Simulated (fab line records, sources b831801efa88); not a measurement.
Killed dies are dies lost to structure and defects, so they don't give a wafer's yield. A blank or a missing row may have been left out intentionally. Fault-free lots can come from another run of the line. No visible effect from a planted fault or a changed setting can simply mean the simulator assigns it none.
Matching of chambers || flow gf180mcu || GF_PASSIVATION_CVD_02 on pecvd-02 has 3 sister chambers
The step deposits Si3N4, target thk 700 nm, time 486.18 s. 6 wafers are shown with their chamber, then 11 later ones without.

## EACH WAFER AND ITS CHAMBER
{"wafer": "L082.6", "chamber": 1, "heater-power-w (W)": 643}
{"wafer": "L090.4", "chamber": 0, "heater-power-w (W)": 662}
{"wafer": "L092.1", "chamber": 0, "heater-power-w (W)": 558}
{"wafer": "L092.2", "chamber": 2, "heater-power-w (W)": 696}
{"wafer": "L092.3", "chamber": 1, "heater-power-w (W)": 651}
{"wafer": "L092.4", "chamber": 2, "heater-power-w (W)": 719}

## WAFERS WITHOUT THEIR CHAMBER
{"wafer": "L092.5", "heater-power-w (W)": 681}
{"wafer": "L092.6", "heater-power-w (W)": 621}
{"wafer": "L094.1", "heater-power-w (W)": 690}
{"wafer": "L094.5", "heater-power-w (W)": 554}
{"wafer": "L094.6", "heater-power-w (W)": 725}
{"wafer": "L096.1", "heater-power-w (W)": 661}
{"wafer": "L096.3", "heater-power-w (W)": 601}
{"wafer": "L096.6", "heater-power-w (W)": 638}
{"wafer": "L097.2", "heater-power-w (W)": 658}
{"wafer": "L097.3", "heater-power-w (W)": 697}
{"wafer": "L097.4", "heater-power-w (W)": 613}

## WHICH CHAMBER EACH WENT THROUGH
{"wafer": "L092.5", "from the rows above": "can't be placed: 2 or 1 or 0", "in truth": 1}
{"wafer": "L092.6", "from the rows above": "can't be placed: 0 or 1 or 2", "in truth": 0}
{"wafer": "L094.1", "from the rows above": "can't be placed: 2 or 1 or 0", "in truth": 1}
{"wafer": "L094.5", "from the rows above": "can't be placed: 0 or 1", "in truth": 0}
{"wafer": "L094.6", "from the rows above": "can't be placed: 2 or 1", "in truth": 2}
{"wafer": "L096.1", "from the rows above": "can't be placed: 1 or 2 or 0", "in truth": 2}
{"wafer": "L096.3", "from the rows above": "can't be placed: 0 or 1", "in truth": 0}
{"wafer": "L096.6", "from the rows above": "can't be placed: 1 or 0 or 2", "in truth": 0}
{"wafer": "L097.2", "from the rows above": "can't be placed: 1 or 0 or 2", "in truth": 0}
{"wafer": "L097.3", "from the rows above": "can't be placed: 2 or 1 or 0", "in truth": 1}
{"wafer": "L097.4", "from the rows above": "can't be placed: 0 or 1", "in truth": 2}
Correctly placed: 0 of 11. These rows do not allow placing 11 (true chamber among the candidates in 10). Number placed wrongly: 0.
How it was worked out, from the rows above alone: a wafer's distance from a chamber is the root of the sum, over the readings, of the square of ((its reading less the chamber's mean) divided by the reading's scatter). If the next closest chamber is less than 2 further off than the closest, the wafer can't be placed; otherwise it belongs to the closest. For every chamber, the mean is computed from those of its wafers that are shown. The scatter: the root of (the sum of the squares of (reading less its chamber's mean) over the shown wafers, divided by (wafers less chambers)).
